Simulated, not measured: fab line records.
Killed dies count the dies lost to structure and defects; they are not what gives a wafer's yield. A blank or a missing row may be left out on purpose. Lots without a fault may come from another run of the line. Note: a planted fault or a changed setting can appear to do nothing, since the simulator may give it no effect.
A lot that was struck, set against a sound lot / flow sky130 / 15 out of 708 route steps
Sound: these wafers, L361.3, L361.5, L361.6. The struck wafers were L369.3, L369.4, L369.5. The cause comes at the end.
For every step that has rows: the tool of each side, followed by ch and its chambers, followed by its first start. Under that, the readings that differ: sound wafers / struck wafers / difference of the means / sigmas: that difference in standard deviations of wafers without a fault.
alike: readings whose means differ by less than 2 such deviations, and words and numbers that are the same on both sides. not compared: withheld readings, readings that some wafer has no value for, bounds like >300 that may hide the same value, and numbers for which the record gives no deviation and whose values overlap.
The two part at a step that has a row with sigmas, a row that says differs or no value, or rows on one side only. When numbers do not overlap yet have no deviation, they are printed without sigmas and do not part them. A reading that every wafer of one side lacks parts them only if that side has two wafers or more.

SKY_VIA3_BOW_MEAS_03:
  sound on film-metro-02, day 40 08:18; struck on film-metro-04, day 43 06:47
  alike: VIA3_BOW
then, 8 steps without rows for these wafers: SKY_VIA3_DEHYDRATE_04 (time 60 s); SKY_VIA3_HMDS_05 (prime time 60 s); SKY_VIA3_COAT_06 (resist thk 60 nm); SKY_VIA3_COAT_07 (resist thk 450 nm); SKY_VIA3_SOFTBAKE_08 (time 90 s); SKY_VIA3_EXPOSE_09 (exposes mask VIM3, target cd 200 nm); SKY_VIA3_PEB_10; SKY_VIA3_DEVELOP_11 (develop time 60 s).
SKY_VIA3_CD_MEAS_12 targets a cd of 200 nm.
  sound on cd-sem-01, day 41 09:07; struck on cd-sem-02, day 44 05:02
reading=cd-nm (nm); sound=201.2 203.1 203.9; struck=197.8 199.7 197.7; difference=-4.3; sigmas=-3
SKY_VIA3_OVL_MEAS_13:
  sound on overlay-01, day 41 09:13; struck on overlay-02, day 44 05:08
  alike: VIA3_OVL
SKY_VIA3_ETCH_14: etches BARC in N2/H2, stops on SiO2, time 45.9 s, target depth 60 nm.
  sound on rie-diel-02 ch 0,2,3, day 41 09:14; struck on rie-diel-03 ch 1,3, day 44 05:10
  alike: bias-w, chamber-pressure-mTorr, drypump-motor-current-A, oes-product-au, throttle-valve-pct
  not compared: rf-hours-counter-h
SKY_VIA3_ETCH_15: etches SiO2 in C4F8/O2/Ar, stops on TiN, target depth 507 nm, time 78 s.
  sound on rie-diel-02 ch 0,2,3, day 41 09:17; struck on rie-diel-03 ch 1,3, day 44 05:12
  no value came back on the struck wafers for bias-w (W), chamber-pressure-mTorr (mTorr), oes-product-au (a.u.); on the sound wafers bias-w (W) reads 1199 1197 1200
reading=model.KrF-thick_of_VIA3_COAT_07.thk-nm (nm); sound=293.3 290.8 290.5; struck=393.4 392 392.1; difference=+101.0; sigmas=
  not compared: rf-hours-counter-h
SKY_VIA3_STRIP_16: strips in O2/N2.
  sound on plasma-asher-02 ch 0,1, day 41 09:22; struck on plasma-asher-02 ch 0,1, day 44 05:17
reading=oes-product-au (a.u.); sound=0.404 0.403 0.400; struck=0.447 0.442 0.445; difference=+0.042; sigmas=+9
reading=strip-time-to-endpoint-s (s); sound=4.142 4.114 4.129; struck=5.206 5.184 5.216; difference=+1.074; sigmas=+49
  alike: chamber-pressure-mTorr, drypump-motor-current-A
  not compared: rf-hours-counter-h
then, 1 step without rows for these wafers: SKY_VIA3_STRIP_17 (strips in post etch residue remover, time 1200 s).

== WHERE THEY PART ==
Last at SKY_VIA3_STRIP_16 as far as this record goes, first at SKY_VIA3_CD_MEAS_12.

WHY: what the simulator had put in
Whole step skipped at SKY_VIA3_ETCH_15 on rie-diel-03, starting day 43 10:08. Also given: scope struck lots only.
